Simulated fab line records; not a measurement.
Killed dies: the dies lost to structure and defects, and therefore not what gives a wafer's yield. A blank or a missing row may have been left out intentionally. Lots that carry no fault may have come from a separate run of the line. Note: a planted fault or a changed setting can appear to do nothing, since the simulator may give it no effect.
fab line records -- flow sky130
[record] lots = 4, wafers = 12, last_day = 49
route steps=708 shown VIA1@472 METAL2@483 VIA2@507 PAD_OPEN@708
lots that met no fault: taken from a fault-free run of the same line
start_h: the number of hours between the record's first day and the start of the first shown wafer of the lot -- wait_h: hours from the lot's prior step to this one -- " the same as in the row above -- L1.1+2: a row that stands for several wafers -- - either no value or no given start -- * or withheld: withheld -- < > ~ a bound
route shown NAME@n: names a module that has steps shown in the file, with the first one's number in the route -- usual: the fault-free wafers' mean and standard deviation -- same: alike in all rows -- chamber/n: place in a boat -- sites: the reading at each site -- _std_site: how widely they spread, as a standard deviation -- _edge_site: mean of outer sites minus mean of inner sites -- radius_mm: for every site, how far away it sits from the centre of the wafer -- mask NAME#n: copy n -- behind: tool/chamber where the wafer was last shaped -- hold: why the lot was held/for how many hours/how that ended -- device: names the non-switching transistor (n, p or np) -- end of line: tests run on the same wafers once the route is complete -- a step without rows: its recipe alone -- killed: dies lost to structure and defects at the first sort, not the wafer's yield -- map: shows each die of a wafer: x if killed, . if not, _ if none is there
set.NAME: the setting as run; set.NAME@STEP: as run at that earlier step -- model.NAME: the simulator's own value behind a step, which no gauge read
lots at some steps of the route; a table a step, a row a wafer
services: the hour from which a tool's chamber was out of use, counted from the record's first day as start_h (under 0 if before that day), plus the number of hours and why
[[steps]]
[step SKY_VIA1_ETCH_14]
[recipe] chemistry = N2/H2, target = BARC, ion_energy_ev = 200, source_w = 500, bias_w = 100, pressure_mtorr = 30, n2_flow_sccm = 100, h2_flow_sccm = 200, stop_on = SiO2, time_s = 45.9, target_depth_a = 600
[step SKY_VIA1_ETCH_15]
[recipe] target = SiO2, chemistry = C4F8/O2/Ar, target_depth_nm = 351, stop_on = TiN, mask_material = KrF-thick, source_w = 1500, bias_w = 1200, pressure_mtorr = 40, c4f8_flow_sccm = withheld, O2_flow_sccm = 6, Ar_flow_sccm = 300, time_s = 54
[step SKY_VIA1_STRIP_16]
[recipe] chemistry = O2/N2, power_w = 1400, pressure_mtorr = 1500, platen_temp_c = withheld, o2_flow_sccm = 3000, n2_flow_sccm = 300, overash_fraction = 0.5
[step SKY_VIA1_STRIP_17]
[recipe] chemistry = post_etch_residue_remover, time_s = 1200, temp_c = 72.5
[step SKY_VIA1_CLEAN_18]
[recipe] chemistry = IPA, time_s = 180, temp_c = 25
[step SKY_VIA1_CLEAN_19]
[recipe] chemistry = O3/DIW, dry = n2_spin
[step SKY_VIA1_SPUTTER_20]
[recipe] material = TiN, target_thk_nm = 20, chamber_pressure_pa = 5, power_w = 4000, time_s = 80
[step SKY_VIA1_CVD_21]
[recipe] material = W, target_thk_nm = 270, time_s = 80.902, temp_c = 400, pressure_torr = 40
[step SKY_VIA1_CMP_24]
[recipe] stop_on = SiO2, t_overpolish_s = 15, down_force_psi = 3.5, platen_rpm = 60, target_thk_nm = 0, pad_velocity_m_s = 0.94248
[usual] motor_current_A = 10.9/0.9, overpolish_run_s = 15.000/0.009, time_to_endpoint_s = 65.2/2.9
lot.wafer,tool,chamber,start_h,wait_h,motor_current_A,overpolish_run_s,time_to_endpoint_s
L412.3,cmp-01,2,801.23,0.1,11.0,15.013,60.2
L412.5,cmp-01,0,801.23,0.1,10.7,14.991,57.9
L412.6,cmp-01,1,801.23,0.1,8.9,15.008,58.2
L415.4,cmp-02,3,823.51,0.1,10.5,14.995,65.3
L415.3,cmp-02,0,823.51,0.1,10.7,14.992,64.5
L415.2,cmp-02,1,823.51,0.1,11.5,14.993,63.6
L423.3,cmp-01,2,884.39,0.0,11.0,14.996,65.2
L423.1,cmp-01,0,884.39,0.0,11.3,15.001,63.8
L423.5,cmp-01,2,884.39,0.0,11.0,14.995,64.6
L424.3,cmp-01,2,916.18,0.1,11.3,15.014,70.9
L424.1,cmp-01,3,916.18,0.1,12.8,15.003,73.3
L424.6,cmp-01,0,916.18,0.1,10.9,15.003,70.1
[step SKY_METAL2_SPUTTER_00]
[recipe] material = Ti, target_thk_nm = 15, power_w = 3000, time_s = 10, chamber_pressure_pa = 0.4
[step SKY_METAL2_SPUTTER_01]
[recipe] material = TiN, target_thk_nm = 20, power_w = 6500, time_s = 16.7, chamber_pressure_pa = 0.4
[step SKY_METAL2_SPUTTER_02]
[recipe] material = AlCu, target_thk_nm = 250, power_w = 10600, time_s = 13.3, chamber_pressure_pa = 0.4
[step SKY_METAL2_SPUTTER_03]
[recipe] material = Ti, target_thk_nm = 5, power_w = 3000, time_s = 3.3, chamber_pressure_pa = 0.4
[step SKY_METAL2_SPUTTER_04]
[recipe] material = TiN, target_thk_nm = 70, power_w = 6500, time_s = 58.3, chamber_pressure_pa = 0.4
[step SKY_METAL2_DEHYDRATE_07]
[recipe] temp_c = 200, time_s = 60
[step SKY_METAL2_HMDS_08]
[recipe] prime_time_s = 60, prime_temp_c = 120
[step SKY_METAL2_COAT_09]
[recipe] resist = BARC, temp_c = withheld, time_s = withheld, spin_rpm = 3000, resist_thk_nm = 60
[step SKY_METAL2_COAT_10]
[recipe] resist = KrF-thick, spin_rpm = 3000, resist_thk_nm = 450
[step SKY_METAL2_SOFTBAKE_11]
[recipe] temp_c = 100, time_s = 90, resist = KrF-thick
[step SKY_METAL2_EXPOSE_12]
[recipe] mask_id = MM2, na = 0.8, source_shape = annular, sigma_inner = 0.55, sigma_outer = 0.85, target_cd_nm = 140, dose_mj = 28
[step SKY_METAL2_PEB_13]
[recipe] peb_temp_c = withheld, peb_time_s = withheld, resist = KrF-thick
[step SKY_METAL2_DEVELOP_14]
[recipe] develop_time_s = 60, resist = KrF-thick, dev_temp_c = 21
[step SKY_METAL2_DESCUM_17]
[recipe] chemistry = O2, source_power_w = 150, bias_power_w = 0, pressure_mtorr = 10, temp_c = 40, time_s = 8
[step SKY_METAL2_ETCH_18]
[recipe] chemistry = N2/H2, target = BARC, ion_energy_ev = 200, bias_w = 100, pressure_mtorr = 30, n2_flow_sccm = 100, h2_flow_sccm = 200, icp_w = 500, stop_on = SiO2, time_s = 45.9, target_depth_a = 600
[step SKY_METAL2_METAL_ETCH_19]
[recipe] target_depth_a = 3600, stop_on = SiO2, over_etch_frac = 0.3, time_s = 78, chemistry = Cl2/BCl3, resist_sidewall_deg = 88, pressure_mtorr = 10, icp_w = 900, bias_w = 48.5, Cl2_flow_sccm = 60, bcl3_flow_sccm = 30
[step SKY_METAL2_STRIP_20]
[recipe] chemistry = O2/N2, power_w = 1400, pressure_mtorr = 1500, platen_temp_c = withheld, o2_flow_sccm = 3000, n2_flow_sccm = 300, overash_fraction = 0.5
[step SKY_METAL2_STRIP_21]
[recipe] chemistry = post_etch_residue_remover, time_s = 1200, temp_c = 72.5
[step SKY_METAL2_CLEAN_22]
[recipe] chemistry = IPA, time_s = 180, temp_c = 25
[step SKY_METAL2_CLEAN_23]
[recipe] chemistry = O3/DIW, dry = n2_spin
[step SKY_VIA2_HDPCVD_00]
[recipe] material = SiO2, target_thk_nm = 1180, sigma_open_frac = 0.3, time_s = 196.7, temp_c = 400, sih4_flow_sccm = 60, pressure_mtorr = 6
[step SKY_VIA2_CMP_02]
[recipe] material = SiO2, down_force_psi = 4, platen_rpm = 60, pad_velocity_m_s = 0.94248
[step SKY_VIA2_DEHYDRATE_04]
[recipe] temp_c = 200, time_s = 60
[step SKY_PAD_OPEN_PROBE_99]
[usual] defect_limited_yield = 82.7/2, killed_at_M0_to_M3 = 42/6.8, killed_at_M4_up = 3.2/1.8, killed_at_contacts = 25/5.4, killed_at_front_end = 15/4.5, killed_at_other = 0.3/0.56, killed_dies = 85/9.7, killed_on_rim = 17/3.3, killed_open = 46/7.1, killed_short = 39/6.5, sort_bin_3_pad_short = 0.9/0.42, sort_bin_5_function = 10.4/1.5, sort_bin_6_memory = 6.1/1.1, sort_n_pass = 407/9.7, sort_yield_pct = 82.7/2
[same] gross_dies = 492, killed_at_back_side = 0, sort_bin_4_leakage[%] = 0, sort_bin_8_speed[%] = 0
lot.wafer,tool,chamber,start_h,wait_h,defect_limited_yield[%],killed_at_M0_to_M3,killed_at_M4_up,killed_at_contacts,killed_at_front_end,killed_at_other,killed_dies,killed_on_rim,killed_open,killed_short,sort_bin_3_pad_short[%],sort_bin_5_function[%],sort_bin_6_memory[%],sort_n_pass,sort_yield_pct[%],model.etest.tester.sort_n_pass,model.etest.tester.sort_yield_pct,model.etest.tester.sort_bin_5_pct,model.etest.tester.sort_bin_6_pct,model.etest.tester.sort_bin_3_pct
L412.3,prober-02,-,1084.78,0.2,80.3,48,3,22,24,0,97,18,52,45,0.8,11.2,7.7,395,80.3,395,80.28,11.18,7.724,0.813
L412.5,prober-02,-,1084.88,0.2,82.7,50,2,19,14,0,85,19,43,42,0.4,12.0,4.9,407,82.7,407,82.72,11.99,4.878,0.4065
L412.6,prober-02,-,1084.93,0.2,82.7,42,3,27,13,0,85,15,40,45,1.4,10.6,5.3,407,82.7,407,82.72,10.57,5.285,1.423
L415.2,prober-01,-,1098.83,0.1,84.6,40,3,26,7,0,76,24,44,31,1.6,6.5,7.3,416,84.6,416,84.55,6.504,7.317,1.626
L415.3,prober-01,-,1098.88,0.2,82.9,42,5,24,13,0,84,16,37,47,0.8,11.0,5.3,408,82.9,408,82.93,10.98,5.285,0.813
L415.4,prober-01,-,1098.93,0.2,83.5,39,2,22,17,1,81,12,43,37,1.4,9.3,5.7,411,83.5,411,83.54,9.35,5.691,1.423
L423.1,prober-01,-,1143.09,0.1,47.6,227,4,20,7,0,258,50,36,30,5.1,30.9,16.5,234,47.6,234,47.56,30.89,16.46,5.081
L423.3,prober-01,-,1143.19,0.2,85.8,35,2,19,14,0,70,14,43,27,1.0,8.3,4.9,422,85.8,422,85.77,8.333,4.878,1.016
L423.5,prober-01,-,1143.29,0.2,87.0,34,2,16,11,1,64,15,34,30,0.4,8.9,3.7,428,87.0,428,86.99,8.943,3.659,0.4065
L424.1,prober-01,-,1168.16,0.1,80.5,41,3,31,21,0,96,20,48,47,1.2,11.8,6.5,396,80.5,396,80.49,11.79,6.504,1.22
L424.3,prober-01,-,1168.26,0.2,79.5,52,4,25,20,0,101,19,56,45,0.6,12.8,7.1,391,79.5,391,79.47,12.8,7.114,0.6098
L424.6,prober-01,-,1168.41,0.2,49.4,207,1,18,23,0,249,49,45,32,3.5,31.7,15.4,243,49.4,243,49.39,31.71,15.45,3.455
// killed by level:class
L412.3 CONTACT:geometric_particle:open=9 VIA1:geometric_particle:short=8 VIA1:geometric_particle:open=8 POLY_GATE:geometric_particle:short=7 VIA2:geometric_particle:open=7 VIA3:geometric_particle:open=7 METAL2:geometric_particle:short=6 POLY_GATE:geometric_particle:open=5
L412.5 VIA1:geometric_particle:open=9 CONTACT:geometric_particle:open=8 VIA3:geometric_particle:open=7 VIA2:geometric_particle:open=6 FIELD_ISO:geometric_particle:short=5 VIA1:geometric_particle:short=5 METAL2:geometric_particle:short=5 LOCAL_INTERCONNECT:geometric_particle:short=4
L412.6 METAL1:geometric_particle:short=11 LI_CONTACT:geometric_particle:open=9 CONTACT:geometric_particle:open=8 CONTACT:geometric_particle:short=6 VIA3:geometric_particle:open=6 METAL2:geometric_particle:short=6 VIA1:geometric_particle:open=5 VIA2:geometric_particle:open=5
L415.2 VIA1:geometric_particle:open=11 LI_CONTACT:geometric_particle:open=9 CONTACT:geometric_particle:open=8 METAL2:geometric_particle:short=8 CONTACT:geometric_particle:short=6 VIA2:geometric_particle:open=5 VIA3:geometric_particle:open=5 METAL3:geometric_particle:short=3
L415.3 METAL2:geometric_particle:short=9 VIA1:geometric_particle:open=9 CONTACT:geometric_particle:open=8 LI_CONTACT:geometric_particle:open=6 METAL3:geometric_particle:short=5 POLY_GATE:geometric_particle:short=4 VIA3:geometric_particle:short=4 CONTACT:geometric_particle:short=4
L415.4 VIA1:geometric_particle:open=13 CONTACT:geometric_particle:open=10 FIELD_ISO:geometric_particle:short=6 VIA3:geometric_particle:short=5 CONTACT:geometric_particle:short=4 LI_CONTACT:geometric_particle:open=4 METAL1:geometric_particle:short=4 VIA1:geometric_particle:short=4
L423.1 VIA1:unspecified=192 VIA1:geometric_particle:open=8 CONTACT:geometric_particle:open=7 LI_CONTACT:geometric_particle:open=5 METAL1:geometric_particle:short=5 METAL3:geometric_particle:short=5 VIA3:geometric_particle:short=5 FIELD_ISO:geometric_particle:short=3
L423.3 CONTACT:geometric_particle:open=8 VIA1:geometric_particle:open=8 VIA3:geometric_particle:open=8 LI_CONTACT:geometric_particle:open=7 FIELD_ISO:geometric_particle:open=6 VIA1:geometric_particle:short=4 METAL2:geometric_particle:short=4 METAL1:geometric_particle:short=3
L423.5 CONTACT:geometric_particle:open=9 VIA3:geometric_particle:open=8 VIA1:geometric_particle:short=6 VIA1:geometric_particle:open=5 METAL1:geometric_particle:short=5 LI_CONTACT:geometric_particle:open=4 VIA3:geometric_particle:short=3 FIELD_ISO:geometric_particle:open=2
L424.1 METAL1:geometric_particle:short=10 VIA2:geometric_particle:open=9 CONTACT:geometric_particle:open=8 LI_CONTACT:geometric_particle:open=8 LI_CONTACT:geometric_particle:short=8 FIELD_ISO:geometric_particle:open=6 FIELD_ISO:geometric_particle:short=5 POLY_GATE:geometric_particle:open=5
L424.3 VIA1:geometric_particle:open=16 CONTACT:geometric_particle:open=8 METAL2:geometric_particle:short=8 VIA3:geometric_particle:open=6 VIA2:geometric_particle:open=6 LI_CONTACT:geometric_particle:short=5 LI_CONTACT:geometric_particle:open=5 METAL1:geometric_particle:short=5
L424.6 VIA1:unspecified=172 VIA2:geometric_particle:open=9 VIA1:geometric_particle:open=8 CONTACT:geometric_particle:open=7 POLY_GATE:geometric_particle:open=6 METAL2:geometric_particle:short=6 POLY_GATE:geometric_particle:short=5 FIELD_ISO:geometric_particle:open=4
// map L423.1 (x killed, . not)
__________xxx...x..x_________
________....x...xxxxxx_______
______x.x....x...xxxxxxx_____
_____.x...xx.xx.x.x.x....____
____.xx.........x...xx.xxx___
___.xxx.x..xx..x.xxx.xx..xx__
__...x.x.x...xxx.x.x..x..xx._
_x.xxxx..x..xx...xx.xxxx.....
_xxx..xx..xxxxxxx.x.x..xxxx.x
_.xxx.xxxxx.x......x.xxxxxxxx
_x......x.x..xxx.xxxx.x..xx.x
_x..x.xx.xx.xx..xx.x.x.xx.x..
_.xxxx..xxxx....xxxxxx.....xx
_.xx.xxxxxx.x..x.xx.x...xxx..
_xxx...xx.xxx.xxx.x..xxxxx.xx
__.x.x.x.x..x.xx........xx.x_
___x..xx.....xx..x.x...xx.x__
____.xx..xx.x.x..xx.x..x.x___
_____.xxxx.x.xxx.xx..xxx.____
______.x..xx.xx..xxxx.x._____
________x.x.x..xx....._______
__________....xxxxx._________
// map L424.6 (x killed, . not)
__________x...xx.xx._________
________xx..x.x.xxxx.._______
______.xx......xxx..x..._____
_____..x.x...x...xx...x.x____
____x.x.xxxxx.x..x...xx.xx___
___x..x...xxx.xxx.xxx.xxxxx__
__.xx.xxxxx....x..xx...x...x_
_x.x..xxx.xx.xx..xx..x.xxx.x.
_.x.xxxx.xx...xx.xxxxxx.xx.xx
_xx....x..x..xx..x.x.xxxx.xx.
_..xx.xx.xxx.x..x.xxxxxxxx..x
_.x..x.....xx..xx..x.x.x.xx..
_xxx..xx..xxx.xxxx.x.x.xxx.xx
_x..x.xx.xx.xx.xxxxx.x....x..
_xxx....x..x.x..x.x.....x...x
__x.xxx..x.........xxx.x.x.x_
___..xx.....xx.x.xx......xx__
____x.xx...xxxxxxx.x...xx.___
_____xx..x.xx.xxx..x.....____
______x..xxx...........x_____
________.....xx..xx.x._______
__________xxx.xxx.xx_________
[[services]]
tool,chamber,start_h,hours,kind
cmp-02,-,781.76,1.7,repair
cmp-02,-,839.38,2.3,repair
cmp-02,-,856.23,11.6,pm
cmp-01,-,896.85,4.7,pm
cmp-01,-,912.01,4.0,pm
cmp-01,-,916.01,-,consumable_replace:conditioner
cmp-01,-,916.01,-,consumable_replace:pad
[[key]]
[first_sign] step = SKY_PAD_OPEN_PROBE_99, reading = killed_at_M0_to_M3, direction = up, sigmas = 26, usual = 42, struck = 217
[effect] step = SKY_PAD_OPEN_PROBE_99, reading = defect_limited_yield, direction = down, sigmas = 17, usual = 82.7, struck = 48.5
[model_effect] step = SKY_PAD_OPEN_PROBE_99, value = etest.tester.sort_n_pass, without = 401, struck = 238.5
met_at SKY_VIA1_CMP_24
struck_wafers L423.1,L424.6
onset_between 801.23 884.39
[fault] kind = chamber_particle_source, tool = cmp-01, chamber = 0, onset_h = 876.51, steps = SKY_VIA1_CMP_24, rate_per_visit_cm2 = 1.0635, end_h = 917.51
